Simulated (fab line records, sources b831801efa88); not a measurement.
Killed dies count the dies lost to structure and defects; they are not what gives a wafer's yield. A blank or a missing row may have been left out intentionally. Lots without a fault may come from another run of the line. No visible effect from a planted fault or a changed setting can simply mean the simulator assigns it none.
fab line records ; flow sky130
record lots=12; wafers=36; last_day=49
route steps=708 shown METAL2@487 VIA2@508 PAD_OPEN@708
lots that met no fault: taken from a fault-free run of the same line
start_h: hours from the record's opening day to when the first of the lot's shown wafers began ; wait_h: hours since the lot's step before ; " repeats the value in the row above ; L1.1+2: a row that stands for several wafers ; - either no value or no given start ; * or withheld: withheld ; < > ~ a bound
route shown NAME@n: names a module that has steps shown in the file, with the first one's number in the route ; usual: average and standard deviation across the fault-free wafers ; same: alike in all rows ; chamber/n: place in a boat ; sites: per-site readings ; _std_site: the standard deviation of these ; _edge_site: mean of outer sites minus mean of inner sites ; radius_mm: how far each site lies from the wafer's centre ; mask NAME#n: copy n ; behind: the most recent tool/chamber to have shaped the wafer ; hold: what put the lot on hold/how long, in hours/how the hold closed ; device: transistor that didn't switch, given as n, p or np ; end of line: the same wafers' tests at the end of the route ; step lacking rows: just its recipe ; killed: at the first sort, the dies lost to defects and structure; wafer yield is something else ; map: a wafer's dies, marking killed ones x, the rest . and places with no die _
set.NAME: the setting the step ran with; set.NAME@STEP: the setting that earlier step ran with ; model.NAME: the simulator's own value behind a step, which no gauge read
one table for each step of the route and one row for each wafer, over a sample of lots
services: when a tool's chamber went out of use (start_h, in hours from the record's first day, below 0 if earlier), for how many hours, and the reason
## steps
# step SKY_METAL2_SPUTTER_04
# recipe material=TiN; target_thk_nm=70; power_w=6500; time_s=58.3; chamber_pressure_pa=0.4
# usual throttle_valve_pct=30.4/1.2
lot.wafer;tool;chamber;start_h;wait_h;throttle_valve_pct
L264.2;pvd_sputter-04;-;785.74;0.0;29.5
L264.3;pvd_sputter-04;-;785.74;0.0;29.0
L264.6;pvd_sputter-04;-;785.74;0.0;29.3
L265.4;pvd_sputter-04;-;804.11;0.0;30.6
L265.5;pvd_sputter-04;-;804.11;0.0;31.0
L265.6;pvd_sputter-04;-;804.11;0.0;29.3
L267.4;pvd_sputter-03;-;818.91;0.0;32.8
L267.5;pvd_sputter-03;-;818.91;0.0;30.9
L267.6;pvd_sputter-03;-;818.91;0.0;29.7
L268.3;pvd_sputter-02;-;848.62;0.0;30.4
L268.4;pvd_sputter-02;-;848.62;0.0;31.6
L268.6;pvd_sputter-02;-;848.62;0.0;30.4
L269.4;pvd_sputter-04;-;848.89;0.0;29.6
L269.5;pvd_sputter-04;-;848.89;0.0;31.1
L269.6;pvd_sputter-04;-;848.89;0.0;30.7
L270.1;pvd_sputter-03;-;849.57;0.0;32.7
L270.4;pvd_sputter-03;-;849.57;0.0;31.2
L270.5;pvd_sputter-03;-;849.57;0.0;29.4
L271.3;pvd_sputter-02;-;851.50;0.0;28.0
L271.5;pvd_sputter-02;-;851.50;0.0;30.1
L271.6;pvd_sputter-02;-;851.50;0.0;28.2
L272.3;pvd_sputter-04;-;856.34;0.0;29.7
L272.5;pvd_sputter-04;-;856.34;0.0;30.9
L272.6;pvd_sputter-04;-;856.34;0.0;29.6
L273.1;pvd_sputter-02;-;864.97;0.0;31.6
L273.3;pvd_sputter-02;-;864.97;0.0;28.2
L273.5;pvd_sputter-02;-;864.97;0.0;32.0
L275.1;pvd_sputter-04;-;889.35;0.0;30.8
L275.2;pvd_sputter-04;-;889.35;0.0;31.1
L275.4;pvd_sputter-04;-;889.35;0.0;29.2
L283.2;pvd_sputter-04;-;935.81;0.0;29.6
L283.3;pvd_sputter-04;-;935.81;0.0;30.5
L283.6;pvd_sputter-04;-;935.81;0.0;29.2
L284.1;pvd_sputter-04;-;944.25;0.0;31.0
L284.2;pvd_sputter-04;-;944.25;0.0;29.4
L284.3;pvd_sputter-04;-;944.25;0.0;29.4
# step SKY_METAL2_METAL_ETCH_19
# recipe target_depth_a=3600; stop_on=SiO2; over_etch_frac=0.3; time_s=78; chemistry=Cl2/BCl3; resist_sidewall_deg=88; pressure_mtorr=10; icp_w=900; bias_w=48.5; Cl2_flow_sccm=60; bcl3_flow_sccm=30
# usual bias_w=48.48/0.14; drypump_motor_current_A=5.97/0.29; mfc_cl2_sccm=60.01/0.15; oes_product_au=0.855/0.0057; throttle_valve_pct=22.264/0.0093
lot.wafer;tool;chamber;start_h;wait_h;bias_w;drypump_motor_current_A;mfc_cl2_sccm;oes_product_au;rf_hours_counter_h;throttle_valve_pct
L264.2;rie_metal-03;0;812.98;0.0;48.37;6.26;60.09;0.855;1;22.259
L264.3;rie_metal-03;1;812.98;0.0;48.80;5.93;59.89;0.849;-;22.270
L264.6;rie_metal-03;0;812.98;0.0;48.37;6.24;59.88;0.844;-;22.255
L265.4;rie_metal-02;1;830.90;0.1;48.42;5.67;59.78;0.854;-;22.261
L265.5;rie_metal-02;0;830.90;0.1;48.56;6.31;59.79;0.859;-;22.279
L265.6;rie_metal-02;1;830.90;0.1;48.56;5.68;59.99;0.856;-;22.279
L267.4;rie_metal-01;1;845.65;0.1;48.22;5.48;59.98;0.857;-;22.274
L267.5;rie_metal-01;1;845.65;0.1;48.30;5.48;59.84;0.851;-;22.258
L267.6;rie_metal-01;0;845.65;0.1;48.55;5.96;59.97;0.846;-;22.267
L268.3;rie_metal-01;0;874.80;0.1;48.51;5.99;60.03;0.858;-;22.261
L268.4;rie_metal-01;1;874.80;0.1;48.45;5.48;59.94;0.862;-;22.263
L268.6;rie_metal-01;1;874.80;0.1;48.47;5.47;59.98;0.855;-;22.267
L269.4;rie_metal-03;1;875.15;0.1;48.42;5.93;59.78;0.850;-;22.249
L269.5;rie_metal-03;1;875.15;0.1;48.58;5.94;60.23;0.852;-;22.284
L269.6;rie_metal-03;0;875.15;0.1;48.34;6.25;60.15;0.853;-;22.264
L270.1;rie_metal-02;0;875.48;0.0;48.55;6.32;59.86;0.863;13;22.257
L270.4;rie_metal-02;0;875.48;0.0;48.64;6.29;59.59;0.854;-;22.265
L270.5;rie_metal-02;0;875.48;0.0;48.73;6.29;59.91;0.854;-;22.255
L271.3;rie_metal-02;1;877.60;0.1;48.31;5.68;60.04;0.856;-;22.259
L271.5;rie_metal-02;0;877.60;0.1;48.45;6.34;59.83;0.853;-;22.263
L271.6;rie_metal-02;1;877.60;0.1;48.34;5.68;59.95;0.862;-;22.258
L272.3;rie_metal-02;1;882.46;0.1;48.40;5.67;60.00;0.855;-;22.268
L272.5;rie_metal-02;0;882.46;0.1;48.25;6.32;59.77;0.866;-;22.271
L272.6;rie_metal-02;1;882.46;0.1;48.47;5.68;59.95;0.860;-;22.273
L273.1;rie_metal-02;0;891.68;0.0;48.31;6.30;60.08;0.849;14;22.256
L273.3;rie_metal-02;0;891.68;0.0;48.36;6.29;60.37;0.853;-;22.263
L273.5;rie_metal-02;0;891.68;0.0;48.49;6.31;60.29;0.853;-;22.267
L275.1;rie_metal-01;0;915.38;0.0;48.67;5.96;60.02;0.857;17;22.267
L275.2;rie_metal-01;1;915.38;0.0;48.36;5.48;60.06;0.853;5;22.280
L275.4;rie_metal-01;1;915.38;0.0;48.43;5.49;59.93;0.857;-;22.259
L283.2;rie_metal-02;0;960.13;0.0;46.27;6.31;60.01;0.851;18;22.265
L283.3;rie_metal-02;1;960.13;0.0;46.16;5.68;60.03;0.855;-;22.261
L283.6;rie_metal-02;0;960.13;0.0;46.37;6.29;60.04;0.851;-;22.249
L284.1;rie_metal-02;0;968.28;0.0;46.28;6.30;60.06;0.847;18;22.264
L284.2;rie_metal-02;1;968.28;0.0;46.32;5.67;60.13;0.854;12;22.264
L284.3;rie_metal-02;0;968.28;0.0;46.38;6.32;60.16;0.857;-;22.262
# step SKY_VIA2_THK_MEAS_01
# recipe reads=SiO2_of_VIA2_HDPCVD_00
# usual VIA2_HDPCVD_THK=1184/11
lot.wafer;tool;chamber;start_h;wait_h;VIA2_HDPCVD_THK[nm]
L264.2;film_metro-02;-;813.81;0.1;1190
L264.3;film_metro-02;-;813.81;0.1;1175
L264.6;film_metro-02;-;813.81;0.1;1186
L265.4;film_metro-04;-;831.71;0.0;1176
L265.5;film_metro-04;-;831.71;0.0;1167
L265.6;film_metro-04;-;831.71;0.0;1162
L267.4;film_metro-03;-;846.45;0.0;1181
L267.5;film_metro-03;-;846.45;0.0;1194
L267.6;film_metro-03;-;846.45;0.0;1196
L268.3;film_metro-04;-;875.64;0.1;1188
L268.4;film_metro-04;-;875.64;0.1;1189
L268.6;film_metro-04;-;875.64;0.1;1186
L269.4;film_metro-02;-;875.96;0.0;1185
L269.5;film_metro-02;-;875.96;0.0;1183
L269.6;film_metro-02;-;875.96;0.0;1181
L270.1;film_metro-04;-;876.33;0.1;1188
L270.4;film_metro-04;-;876.33;0.1;1177
L270.5;film_metro-04;-;876.33;0.1;1193
L271.3;film_metro-04;-;878.41;0.1;1179
L271.5;film_metro-04;-;878.41;0.1;1174
L271.6;film_metro-04;-;878.41;0.1;1176
L272.3;film_metro-02;-;883.28;0.1;1192
L272.5;film_metro-02;-;883.28;0.1;1186
L272.6;film_metro-02;-;883.28;0.1;1182
L273.1;film_metro-03;-;892.49;0.1;1194
L273.3;film_metro-03;-;892.49;0.1;1195
L273.5;film_metro-03;-;892.49;0.1;1196
L275.1;film_metro-04;-;916.19;0.1;1183
L275.2;film_metro-04;-;916.19;0.1;1189
L275.4;film_metro-04;-;916.19;0.1;1184
L283.2;film_metro-02;-;960.97;0.1;1175
L283.3;film_metro-02;-;960.97;0.1;1174
L283.6;film_metro-02;-;960.97;0.1;1184
L284.1;film_metro-02;-;969.10;0.1;1178
L284.2;film_metro-02;-;969.10;0.1;1173
L284.3;film_metro-02;-;969.10;0.1;1170
# step SKY_VIA2_CMP_02
# recipe material=SiO2; down_force_psi=4; platen_rpm=60; pad_velocity_m_s=0.94248
# usual motor_current_A=13.1/1
lot.wafer;tool;chamber;start_h;wait_h;motor_current_A
L264.3;cmp-02;3;813.91;0.1;13.3
L264.2;cmp-02;0;813.91;0.1;13.6
L264.6;cmp-02;2;813.91;0.1;12.3
L265.4;cmp-01;1;831.79;0.1;12.6
L265.6;cmp-01;0;831.79;0.1;15.4
L265.5;cmp-01;1;831.79;0.1;11.9
L267.4;cmp-02;2;846.58;0.1;12.3
L267.6;cmp-02;0;846.58;0.1;13.4
L267.5;cmp-02;1;846.58;0.1;11.0
L268.4;cmp-01;1;875.73;0.1;12.9
L268.3;cmp-01;3;875.73;0.1;12.7
L268.6;cmp-01;0;875.73;0.1;14.3
L269.4;cmp-02;3;875.99;0.0;13.2
L269.5;cmp-02;3;875.99;0.0;13.2
L269.6;cmp-02;0;875.99;0.0;13.7
L270.1;cmp-01;0;876.39;0.1;14.4
L270.4;cmp-01;3;876.39;0.1;13.0
L270.5;cmp-01;0;876.39;0.1;15.0
L271.3;cmp-01;2;878.45;0.0;13.6
L271.5;cmp-01;2;878.45;0.0;13.3
L271.6;cmp-01;3;878.45;0.0;12.6
L272.3;cmp-02;2;883.37;0.1;12.0
L272.6;cmp-02;1;883.37;0.1;11.0
L272.5;cmp-02;2;883.37;0.1;12.3
L273.3;cmp-01;3;892.60;0.1;13.6
L273.1;cmp-01;0;892.60;0.1;14.9
L273.5;cmp-01;2;892.60;0.1;13.7
L275.2;cmp-02;2;916.29;0.1;12.5
L275.4;cmp-02;3;916.29;0.1;13.5
L275.1;cmp-02;0;916.29;0.1;13.2
L283.2;cmp-01;0;961.15;0.2;14.8
L283.3;cmp-01;1;961.15;0.2;12.7
L283.6;cmp-01;0;961.15;0.2;14.9
L284.1;cmp-01;3;969.21;0.1;12.8
L284.3;cmp-01;0;969.21;0.1;14.8
L284.2;cmp-01;1;969.21;0.1;12.8
# step SKY_PAD_OPEN_PROBE_99
# usual defect_limited_yield=82.1/1.8; killed_at_M0_to_M3=45/6.9; killed_at_M4_up=3.2/1.8; killed_at_contacts=25/5.3; killed_at_front_end=16/4.3; killed_at_other=0.2/0.52; killed_dies=88/8.7; killed_open=48/6.5; killed_short=40/6; sort_bin_3_pad_short=0.9/0.4; sort_bin_5_function=10.8/1.5; sort_bin_6_memory=6.3/1; sort_n_pass=404/8.7; sort_yield_pct=82.1/1.8
# same gross_dies=492; killed_at_back_side=0; sort_bin_4_leakage[%]=0; sort_bin_8_speed[%]=0
lot.wafer;tool;chamber;start_h;wait_h;defect_limited_yield[%];killed_at_M0_to_M3;killed_at_M4_up;killed_at_contacts;killed_at_front_end;killed_at_other;killed_dies;killed_open;killed_short;sort_bin_3_pad_short[%];sort_bin_5_function[%];sort_bin_6_memory[%];sort_n_pass;sort_yield_pct[%]
L264.2;prober-01;-;1068.93;0.1;85.2;33;3;24;12;1;73;37;36;0.8;7.5;6.5;419;85.2
L264.3;prober-01;-;1068.98;0.2;80.1;54;2;28;14;0;98;52;46;1.2;9.1;9.6;394;80.1
L264.6;prober-01;-;1069.13;0.2;82.1;40;7;24;17;0;88;42;46;0.6;11.6;5.7;404;82.1
L265.4;prober-02;-;1083.43;0.2;79.9;41;5;31;21;1;99;54;43;1.0;13.0;6.1;393;79.9
L265.5;prober-02;-;1083.48;0.2;82.9;43;2;27;12;0;84;44;39;0.8;9.8;6.5;408;82.9
L265.6;prober-02;-;1083.53;0.2;83.9;43;1;21;14;0;79;43;35;1.0;9.1;5.9;413;83.9
L267.4;prober-02;-;1095.47;0.2;82.5;48;3;22;13;0;86;46;40;1.2;10.2;6.1;406;82.5
L267.5;prober-02;-;1095.52;0.2;83.1;39;5;24;15;0;83;42;41;0.6;10.2;6.1;409;83.1
L267.6;prober-02;-;1095.57;0.2;81.3;46;6;18;22;0;92;56;36;1.0;12.2;5.5;400;81.3
L268.3;prober-01;-;1111.43;0.2;82.9;45;2;25;12;0;84;53;31;1.2;10.4;5.5;408;82.9
L268.4;prober-01;-;1111.48;0.2;84.1;42;4;20;12;0;78;37;41;0.6;10.6;4.7;414;84.1
L268.6;prober-01;-;1111.58;0.2;81.7;52;3;20;15;0;90;35;52;0.4;11.6;6.3;402;81.7
L269.4;prober-02;-;1113.33;0.2;82.3;39;4;23;21;0;87;48;39;1.4;9.3;6.9;405;82.3
L269.5;prober-02;-;1113.38;0.2;82.5;37;3;33;13;0;86;49;37;0.6;10.4;6.5;406;82.5
L269.6;prober-02;-;1113.43;0.2;80.9;45;4;32;13;0;94;51;43;1.6;11.6;5.9;398;80.9
L270.1;prober-01;-;1117.02;0.1;80.3;57;2;24;13;1;97;61;35;0.8;13.4;5.5;395;80.3
L270.4;prober-01;-;1117.17;0.2;83.7;46;2;18;14;0;80;45;34;0.4;9.1;6.7;412;83.7
L270.5;prober-01;-;1117.22;0.2;83.7;41;5;19;14;1;80;39;37;1.2;10.0;5.1;412;83.7
L271.3;prober-02;-;1117.99;0.2;80.5;53;7;25;11;0;96;50;43;0.6;12.8;6.1;396;80.5
L271.5;prober-02;-;1118.09;0.2;82.1;47;7;21;13;0;88;42;45;1.4;10.2;6.3;404;82.1
L271.6;prober-02;-;1118.14;0.2;81.3;53;4;20;15;0;92;36;55;1.4;10.8;6.5;400;81.3
L272.3;prober-01;-;1119.09;0.2;78.0;52;6;27;23;0;108;61;47;1.0;13.0;7.9;384;78.0
L272.5;prober-01;-;1119.19;0.2;78.0;52;7;24;25;0;108;59;49;1.4;14.0;6.5;384;78.0
L272.6;prober-01;-;1119.24;0.2;80.3;45;4;28;20;0;97;59;38;1.0;11.8;6.9;395;80.3
L273.1;prober-02;-;1126.96;0.1;81.7;32;5;35;18;0;90;50;40;0.6;11.2;6.5;402;81.7
L273.3;prober-02;-;1127.06;0.2;78.0;50;4;38;16;0;108;62;46;1.6;13.8;6.5;384;78.0
L273.5;prober-02;-;1127.16;0.2;81.3;45;6;26;15;0;92;53;39;0.8;11.0;6.9;400;81.3
L275.1;prober-01;-;1151.74;0.1;85.8;38;0;12;20;0;70;34;35;0.4;8.5;5.3;422;85.8
L275.2;prober-01;-;1151.79;0.1;82.3;46;1;19;21;0;87;55;31;0.8;11.0;5.9;405;82.3
L275.4;prober-01;-;1151.89;0.2;84.3;36;1;20;19;1;77;38;38;1.0;8.9;5.7;415;84.3
L283.2;prober-02;-;1183.10;0.1;82.1;46;5;27;10;0;88;50;38;0.6;12.0;5.3;404;82.1
L283.3;prober-02;-;1183.15;0.2;80.7;39;5;30;18;3;95;52;40;1.2;11.6;6.5;397;80.7
L283.6;prober-02;-;1183.30;0.2;81.1;44;3;33;12;1;93;56;37;0.2;11.8;6.9;399;81.1
L284.1;prober-01;-;1183.44;0.1;80.7;49;1;29;16;0;95;54;41;0.6;12.2;6.5;397;80.7
L284.2;prober-01;-;1183.49;0.1;81.9;46;3;30;10;0;89;46;43;0.8;8.5;8.7;403;81.9
L284.3;prober-01;-;1183.54;0.2;82.7;38;2;30;15;0;85;53;32;1.2;9.1;6.9;407;82.7
# killed by level:class
L264.2 CONTACT:geometric_particle:open=9 VIA2:geometric_particle:open=8 VIA1:geometric_particle:short=6 VIA1:geometric_particle:open=6 LI_CONTACT:geometric_particle:open=5 POLY_GATE:geometric_particle:short=4 CONTACT:geometric_particle:short=4 VIA3:geometric_particle:open=4
L264.3 VIA1:geometric_particle:open=14 VIA2:geometric_particle:open=12 LOCAL_INTERCONNECT:geometric_particle:short=6 VIA2:geometric_particle:short=6 CONTACT:geometric_particle:short=5 CONTACT:geometric_particle:open=5 METAL1:geometric_particle:short=5 VIA1:geometric_particle:short=5
L264.6 CONTACT:geometric_particle:open=8 VIA1:geometric_particle:short=7 LI_CONTACT:geometric_particle:open=6 VIA2:geometric_particle:short=6 VIA2:geometric_particle:open=6 VIA3:geometric_particle:open=5 POLY_GATE:geometric_particle:short=5 POLY_GATE:geometric_particle:open=5
L265.4 VIA1:geometric_particle:open=10 VIA3:geometric_particle:open=10 CONTACT:geometric_particle:open=9 LI_CONTACT:geometric_particle:open=8 LI_CONTACT:geometric_particle:short=8 POLY_GATE:geometric_particle:open=7 POLY_GATE:geometric_particle:short=5 CONTACT:geometric_particle:short=4
L265.5 VIA1:geometric_particle:open=10 CONTACT:geometric_particle:open=8 VIA2:geometric_particle:open=6 LI_CONTACT:geometric_particle:open=6 LOCAL_INTERCONNECT:geometric_particle:short=5 VIA1:geometric_particle:short=5 VIA2:geometric_particle:short=5 CONTACT:geometric_particle:short=4
L265.6 VIA1:geometric_particle:open=11 CONTACT:geometric_particle:short=9 VIA3:geometric_particle:open=9 VIA1:geometric_particle:short=8 CONTACT:geometric_particle:open=5 LI_CONTACT:geometric_particle:open=4 METAL2:geometric_particle:short=4 FIELD_ISO:geometric_particle:open=3
L267.4 VIA1:geometric_particle:open=16 CONTACT:geometric_particle:open=8 VIA1:geometric_particle:short=7 LOCAL_INTERCONNECT:geometric_particle:short=6 METAL2:geometric_particle:short=6 POLY_GATE:geometric_particle:short=4 LI_CONTACT:geometric_particle:open=4 VIA3:geometric_particle:open=4
L267.5 VIA1:geometric_particle:open=9 LOCAL_INTERCONNECT:geometric_particle:short=7 VIA1:geometric_particle:short=7 VIA2:geometric_particle:open=7 LI_CONTACT:geometric_particle:open=6 CONTACT:geometric_particle:open=6 CONTACT:geometric_particle:short=4 METAL4:geometric_particle:short=4
L267.6 VIA1:geometric_particle:open=18 CONTACT:geometric_particle:open=8 FIELD_ISO:geometric_particle:short=7 VIA2:geometric_particle:open=7 VIA3:geometric_particle:open=7 LI_CONTACT:geometric_particle:open=6 VIA1:geometric_particle:short=5 FIELD_ISO:geometric_particle:open=4
L268.3 CONTACT:geometric_particle:open=13 VIA1:geometric_particle:open=9 LI_CONTACT:geometric_particle:open=8 VIA3:geometric_particle:open=7 FIELD_ISO:geometric_particle:short=6 VIA2:geometric_particle:open=6 METAL2:geometric_particle:short=5 METAL1:geometric_particle:short=4
L268.4 CONTACT:geometric_particle:open=8 VIA1:geometric_particle:open=7 VIA2:geometric_particle:open=6 CONTACT:geometric_particle:short=5 VIA2:geometric_particle:short=5 METAL1:geometric_particle:short=4 METAL2:geometric_particle:short=4 METAL3:geometric_particle:short=4
L268.6 VIA2:geometric_particle:open=10 METAL1:geometric_particle:short=10 VIA1:geometric_particle:open=8 LOCAL_INTERCONNECT:geometric_particle:short=6 METAL3:geometric_particle:short=6 LI_CONTACT:geometric_particle:short=5 VIA1:geometric_particle:short=5 METAL2:geometric_particle:short=5
L269.4 CONTACT:geometric_particle:open=13 VIA1:geometric_particle:open=11 VIA1:geometric_particle:short=10 VIA2:geometric_particle:open=6 FIELD_ISO:geometric_particle:open=5 FIELD_ISO:geometric_particle:short=5 POLY_GATE:geometric_particle:short=5 VIA3:geometric_particle:open=5
L269.5 CONTACT:geometric_particle:open=12 VIA1:geometric_particle:open=11 LI_CONTACT:geometric_particle:open=7 CONTACT:geometric_particle:short=6 METAL2:geometric_particle:short=6 VIA2:geometric_particle:open=6 LOCAL_INTERCONNECT:geometric_particle:short=5 VIA1:geometric_particle:short=5
L269.6 VIA1:geometric_particle:open=12 CONTACT:geometric_particle:open=10 LI_CONTACT:geometric_particle:open=8 METAL1:geometric_particle:short=7 VIA3:geometric_particle:open=6 LI_CONTACT:geometric_particle:short=6 POLY_GATE:geometric_particle:short=5 CONTACT:geometric_particle:short=4
L270.1 VIA1:geometric_particle:open=14 CONTACT:geometric_particle:open=10 VIA3:geometric_particle:open=9 LI_CONTACT:geometric_particle:open=8 VIA1:geometric_particle:short=7 METAL1:geometric_particle:short=5 METAL2:geometric_particle:open=5 VIA3:geometric_particle:short=5
L270.4 VIA1:geometric_particle:open=11 VIA3:geometric_particle:open=10 FIELD_ISO:geometric_particle:open=6 LI_CONTACT:geometric_particle:open=5 METAL1:geometric_particle:short=5 METAL2:geometric_particle:short=5 LOCAL_INTERCONNECT:geometric_particle:short=4 CONTACT:geometric_particle:open=4
L270.5 VIA3:geometric_particle:open=10 CONTACT:geometric_particle:open=7 VIA1:geometric_particle:short=7 METAL1:geometric_particle:short=6 VIA2:geometric_particle:open=6 METAL2:geometric_particle:short=5 LI_CONTACT:geometric_particle:open=4 LOCAL_INTERCONNECT:geometric_particle:short=4
L271.3 VIA1:geometric_particle:open=13 VIA2:geometric_particle:open=8 LI_CONTACT:geometric_particle:open=6 CONTACT:geometric_particle:short=6 METAL4:geometric_particle:short=6 METAL1:geometric_particle:short=5 METAL2:geometric_particle:short=5 VIA3:geometric_particle:open=5
L271.5 CONTACT:geometric_particle:open=8 VIA3:geometric_particle:open=7 METAL1:geometric_particle:short=6 VIA1:geometric_particle:open=6 METAL2:geometric_particle:short=6 VIA2:geometric_particle:open=6 VIA1:geometric_particle:short=5 METAL4:geometric_particle:short=5
L271.6 METAL2:geometric_particle:short=13 POLY_GATE:geometric_particle:short=8 VIA1:geometric_particle:open=8 VIA2:geometric_particle:open=7 VIA3:geometric_particle:open=6 LI_CONTACT:geometric_particle:short=5 POLY_GATE:geometric_particle:open=4 METAL1:geometric_particle:short=4
L272.3 VIA1:geometric_particle:open=17 LI_CONTACT:geometric_particle:open=10 FIELD_ISO:geometric_particle:open=8 METAL1:geometric_particle:short=8 CONTACT:geometric_particle:open=7 CONTACT:geometric_particle:short=7 VIA2:geometric_particle:open=6 VIA2:geometric_particle:short=5
L272.5 VIA1:geometric_particle:open=11 LI_CONTACT:geometric_particle:open=11 VIA3:geometric_particle:open=7 FIELD_ISO:geometric_particle:open=6 FIELD_ISO:geometric_particle:short=6 POLY_GATE:geometric_particle:short=6 METAL2:geometric_particle:open=6 METAL1:geometric_particle:short=5
L272.6 LI_CONTACT:geometric_particle:open=12 VIA2:geometric_particle:open=10 FIELD_ISO:geometric_particle:open=9 CONTACT:geometric_particle:open=7 VIA1:geometric_particle:open=7 METAL1:geometric_particle:short=6 FIELD_ISO:geometric_particle:short=5 VIA3:geometric_particle:open=5
L273.1 LI_CONTACT:geometric_particle:open=12 VIA1:geometric_particle:open=10 CONTACT:geometric_particle:open=9 FIELD_ISO:geometric_particle:short=7 LOCAL_INTERCONNECT:geometric_particle:short=6 VIA1:geometric_particle:short=5 METAL4:geometric_particle:short=4 VIA2:geometric_particle:open=4
L273.3 VIA1:geometric_particle:open=15 CONTACT:geometric_particle:open=13 LI_CONTACT:geometric_particle:open=9 CONTACT:geometric_particle:short=7 VIA3:geometric_particle:open=6 VIA2:geometric_particle:open=6 METAL1:geometric_particle:short=5 METAL2:geometric_particle:short=5
L273.5 VIA1:geometric_particle:open=13 CONTACT:geometric_particle:open=7 VIA3:geometric_particle:open=7 LI_CONTACT:geometric_particle:open=6 METAL2:geometric_particle:short=6 POLY_GATE:geometric_particle:open=5 CONTACT:geometric_particle:short=5 METAL4:geometric_particle:short=5
L275.1 METAL2:geometric_particle:short=8 VIA3:geometric_particle:open=8 POLY_GATE:geometric_particle:short=6 POLY_GATE:geometric_particle:open=5 LI_CONTACT:geometric_particle:open=5 VIA1:geometric_particle:open=5 METAL1:geometric_particle:short=4 FIELD_ISO:geometric_particle:short=3
L275.2 VIA1:geometric_particle:open=12 VIA3:geometric_particle:open=11 LI_CONTACT:geometric_particle:open=6 CONTACT:geometric_particle:open=6 VIA2:geometric_particle:open=6 FIELD_ISO:geometric_particle:open=5 SPACER:geometric_particle:short=4 METAL1:geometric_particle:short=4
L275.4 METAL1:geometric_particle:short=10 LI_CONTACT:geometric_particle:open=9 VIA1:geometric_particle:short=6 VIA1:geometric_particle:open=6 FIELD_ISO:geometric_particle:open=5 POLY_GATE:geometric_particle:short=4 CONTACT:geometric_particle:open=4 POLY_GATE:geometric_particle:open=3
L283.2 CONTACT:geometric_particle:open=10 VIA2:geometric_particle:open=9 VIA1:geometric_particle:open=8 VIA3:geometric_particle:open=7 LI_CONTACT:geometric_particle:open=6 METAL1:geometric_particle:short=6 CONTACT:geometric_particle:short=5 METAL2:geometric_particle:short=5
L283.3 CONTACT:geometric_particle:open=12 VIA2:geometric_particle:open=8 LI_CONTACT:geometric_particle:open=7 LOCAL_INTERCONNECT:geometric_particle:short=7 VIA3:geometric_particle:open=6 FIELD_ISO:geometric_particle:short=5 VIA2:geometric_particle:short=4 POLY_GATE:geometric_particle:short=4
L283.6 CONTACT:geometric_particle:open=15 VIA2:geometric_particle:open=10 LI_CONTACT:geometric_particle:open=7 VIA1:geometric_particle:open=7 FIELD_ISO:geometric_particle:open=5 METAL1:geometric_particle:short=5 CONTACT:geometric_particle:short=5 METAL2:geometric_particle:short=5
L284.1 VIA1:geometric_particle:open=12 VIA3:geometric_particle:open=11 CONTACT:geometric_particle:short=8 CONTACT:geometric_particle:open=8 METAL1:geometric_particle:short=7 LI_CONTACT:geometric_particle:open=6 VIA2:geometric_particle:open=5 FIELD_ISO:geometric_particle:short=4
L284.2 CONTACT:geometric_particle:open=16 VIA3:geometric_particle:open=10 METAL2:geometric_particle:short=9 CONTACT:geometric_particle:short=7 VIA1:geometric_particle:open=6 VIA1:geometric_particle:short=4 VIA2:geometric_particle:open=4 POLY_GATE:geometric_particle:open=3
L284.3 VIA1:geometric_particle:open=15 CONTACT:geometric_particle:open=14 METAL1:geometric_particle:short=6 LI_CONTACT:geometric_particle:open=6 CONTACT:geometric_particle:short=6 VIA3:geometric_particle:open=5 FIELD_ISO:geometric_particle:short=4 POLY_GATE:geometric_particle:open=4
## services
tool;chamber;start_h;hours;kind
pvd_sputter-03;-;780.42;9.9;repair
rie_metal-01;1;788.77;-;clean
rie_metal-01;1;788.77;13.5;scheduled_down
rie_metal-01;1;788.77;13.5;vent_cycle
rie_metal-01;0;857.80;6.0;repair
pvd_sputter-04;-;861.83;0.6;repair
pvd_sputter-04;-;890.03;5.5;repair
cmp-02;-;902.27;3.6;repair
rie_metal-02;-;904.70;0.1;repair
cmp-02;-;912.29;4.0;pm
cmp-02;-;916.29;-;consumable_replace:conditioner
cmp-02;-;916.29;-;consumable_replace:pad
pvd_sputter-04;-;916.67;18.9;repair
pvd_sputter-03;-;917.11;9.1;repair
cmp-01;-;924.51;4.7;pm
cmp-02;-;944.16;17.6;pm
rie_metal-03;-;958.82;1.4;repair
cmp-01;-;965.00;1.7;repair
## key
first_sign step=SKY_METAL2_METAL_ETCH_19; reading=bias_w; direction=down; sigmas=16; usual=48.48; struck=46.30
effect none on later readings
met_at SKY_METAL2_METAL_ETCH_19
struck_lots L283,L284
not_acting_at SKY_METAL2_SPUTTER_04,SKY_VIA2_THK_MEAS_01,SKY_VIA2_CMP_02
onset_between 891.68 960.13
fault kind=process_parameter_drift; tool=rie_metal-02; chamber=-; onset_h=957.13; steps=SKY_METAL2_METAL_ETCH_19; channel=bias_w; offset=-2.2719; shape=step; end_h=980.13; acts_in=these_recipes_only; stated=48.5
